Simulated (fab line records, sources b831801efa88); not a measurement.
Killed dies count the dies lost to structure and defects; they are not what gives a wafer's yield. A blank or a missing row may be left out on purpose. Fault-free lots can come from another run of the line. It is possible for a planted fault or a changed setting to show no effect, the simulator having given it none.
Comparing a struck lot with a sound one	flow sky130	17 out of 708 route steps
Sound: wafers L983.3, L983.5, L983.6. Wafers struck: L987.1, L987.2, L987.6. Last of all comes the cause.
For every step that has rows: the tool of each side, followed by ch and its chambers, followed by its first start. Under that, the readings that differ: sound wafers	struck wafers	difference of the means	sigmas: that difference in standard deviations of wafers without a fault.
alike: a reading whose means differ by less than 2 such deviations, as well as words and numbers matching on both sides. not compared: withheld readings; readings where some wafer has no value; bounds like >300 that might hide an equal value; numbers whose values overlap and for which the record gives no deviation.
A row with sigmas, a row that says differs or no value, or rows on one side alone: a step with any of these is where the two part. Numbers that have no deviation but don't overlap get no sigmas and don't part them. A reading that every wafer of one side lacks parts them only if that side has two wafers or more.

first, 1 step without rows for these wafers: SKY_VT_ADJUST_LVTN_IMPLANT_19.
SKY_VT_ADJUST_LVTN_STRIP_20: strips in O2/N2.
  sound on plasma-asher-01 ch 0,1, day 12 02:54; struck on plasma-asher-03 ch 0,1, day 13 08:38
  alike: drypump-motor-current-A, oes-product-au, strip-time-to-endpoint-s
  not compared: rf-hours-counter-h
SKY_VT_ADJUST_LVTN_TW_MEAS_21:
  sound on film-metro-03 at day 12 02:59; struck on film-metro-03 at day 13 08:44
  alike: VT_ADJUST_LVTN_2_TW
then, 7 steps without rows for these wafers: SKY_VT_ADJUST_NCORE_DEHYDRATE_00 (time 60 s); SKY_VT_ADJUST_NCORE_HMDS_01 (prime time 60 s); SKY_VT_ADJUST_NCORE_COAT_02 (resist thk 1140 nm); SKY_VT_ADJUST_NCORE_SOFTBAKE_03 (time 60 s); SKY_VT_ADJUST_NCORE_EXPOSE_04 (exposes mask LVTN COMPLEMENT THIN, target cd 380 nm); SKY_VT_ADJUST_NCORE_PEB_05; SKY_VT_ADJUST_NCORE_DEVELOP_06 (develop time 60 s).
SKY_VT_ADJUST_NCORE_CD_MEAS_07: the cd target is 380 nm.
  sound on cd-sem-02 at day 13 03:36; struck on cd-sem-01 at day 14 09:22
  alike: cd-nm
SKY_VT_ADJUST_NCORE_OVL_MEAS_08:
  sound on overlay-02 at day 13 03:41; struck on overlay-01 at day 14 09:29
  alike: VT_ADJUST_NCORE_OVL
SKY_VT_ADJUST_NCORE_IMPLANT_09:
  sound on implanter-04 ch 0, day 13 03:46; struck on implanter-01 ch 0, day 14 09:32
reading	sound	struck	difference	sigmas
beam-energy-keV	10.001 10.002 10.002	13.784 13.781 13.787	+3.782	+99 or more
model.implant.rp-nm (nm)	33.4 33.4 33.4	44.34 44.34 44.34	+10.94	
model.implant.drp-nm (nm)	17.11 17.11 17.11	21.59 21.59 21.59	+4.48	
SKY_VT_ADJUST_NCORE_STRIP_10: strips in O2/N2.
  sound on plasma-asher-04 ch 0,1, day 13 03:54; struck on plasma-asher-04 ch 0,1, day 14 09:41
  alike: drypump-motor-current-A, oes-product-au, strip-time-to-endpoint-s
  not compared: rf-hours-counter-h
SKY_VT_ADJUST_NCORE_TW_MEAS_11:
  sound on film-metro-03 at day 13 03:59; struck on film-metro-01 at day 14 09:47
reading	sound	struck	difference	sigmas
VT_ADJUST_NCORE_TW	220.8 219.2 220.3	235.2 234.9 235.5	+15.1	+11
then, 1 step without rows for these wafers: SKY_VT_ADJUST_HVTR_DEHYDRATE_00 (time 60 s).
-- here the record skips 36 days between the struck wafers' starts before and after, leaving off in module VT_ADJUST_HVTR and picking up in module PAD_OPEN (first step shown: number 708 of the route) --
SKY_PAD_OPEN_PROBE_99:
  record: rows for the struck wafers here (prober-02, day 50 10:20), none for the sound ones

== WHERE THEY PART ==
At SKY_VT_ADJUST_NCORE_IMPLANT_09 first; at SKY_PAD_OPEN_PROBE_99 last (within this record only).

WHY: whatever the simulator had introduced
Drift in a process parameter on implanter-01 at SKY_VT_ADJUST_NCORE_IMPLANT_09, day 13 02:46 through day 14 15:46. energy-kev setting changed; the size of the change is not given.
